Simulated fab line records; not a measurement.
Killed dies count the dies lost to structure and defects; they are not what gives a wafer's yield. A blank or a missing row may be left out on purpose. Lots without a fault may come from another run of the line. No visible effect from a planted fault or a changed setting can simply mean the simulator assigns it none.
Code-filled problem report in 8D (eight disciplines) form || flow sky130 || the parts of the form that need people (team, actions taken, sign-off) are left out

## 1. WHAT WENT WRONG
Mean of rf fwd power W at SKY_VIA3_ETCH_15: 1732 W across 2 wafers in 2 lots; on wafers with no fault it is 1489 W (standard deviation 5.7). That puts it +43 standard deviations away from the usual mean.
The step: etches SiO2 in C4F8/O2/Ar, stops on TiN, target depth 507 nm, time 78 s.
Seen first at day 44 06:56 on rie diel-01, wafer L315.2. The record has a number at this step for 33 wafers belonging to 11 lots. Rule for "out", or "out of limits": more than 4 standard deviations from the usual mean. The rest of the wafers with a number are treated as sound.

## 2. WHAT IT IS; WHAT IT IS NOT
{"question": "which readings at this step", "is": "rf fwd power W", "is not": "oes product au"}
{"question": "which lots", "is": "L315, L316", "is not": "L300, L301, L302, L306, L309, L317, L318, L319, L320"}
{"question": "which wafers of those lots", "is": "L315.2, L316.2", "is not": "L315.3, L315.6, L316.3, L316.5"}
{"question": "read on which tools", "is": "rie diel-01", "is not": "rie diel-03, rie diel-04"}
{"question": "when", "is": "from day 44 06:56", "is not": "up to then (17 sound wafers); but 14 sound wafers of L316, L317, L318, L319, L320 came after"}

## 3. WHAT RULES OUT EACH SUSPECT
Counting: if a tool at a process step up to the reading ran every lot that is out, it stays a suspect. Sound lots after the first of them don't rule it out here, since some wafers of a struck lot are sound.
- rie diel-01 at SKY_VIA3_ETCH_15 (etches SiO2 in C4F8/O2/Ar, stops on TiN, target depth 507 nm, time 78 s): kept. Every lot that is out went through it, the first being L315 (day 44 06:56); the last sound lot it ran before that was L309 (day 42 05:02). On those wafers its own readings are out: rf fwd power W.
- Within rie diel-01 at SKY_VIA3_ETCH_15: the wafers that are out ran in chamber 1; their sound lot-mates ran in chambers 0, 2, 3.
The count leaves rie diel-01 at SKY_VIA3_ETCH_15.

## 4. THE CAUSE (what the simulator had put in)
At SKY_VIA3_ETCH_15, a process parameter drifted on rie diel-01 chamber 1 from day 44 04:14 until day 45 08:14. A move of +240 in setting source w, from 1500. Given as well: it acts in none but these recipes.
Counting left only this tool.

## 5. THE CHAIN OF EFFECTS, in route order
Each row: a reading whose mean over the struck wafers that have a number lies more than 3 standard deviations from the usual. Readings are gone through only where the record gives a usual standard deviation; hours: the median, over the lots, of the time from a lot's start at the first step in this table giving one to that lot's start at this step; sigmas: the change measured in usual standard deviations.
{"hours": 0, "step": "SKY_VIA3_ETCH_15", "reading": "rf fwd power W", "usual": "1489 W", "on struck wafers": 1732, "change": "+242", "sigmas": "+43"}
It contains these process steps:
- SKY_VIA3_ETCH_15: etches SiO2 in C4F8/O2/Ar, stops on TiN, target depth 507 nm, time 78 s.

## 6. WHAT WOULD HAVE CAUGHT IT SOONER
In this record the first reading out of limits was taken at day 44 06:56, 3 hours after the fault began at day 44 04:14.
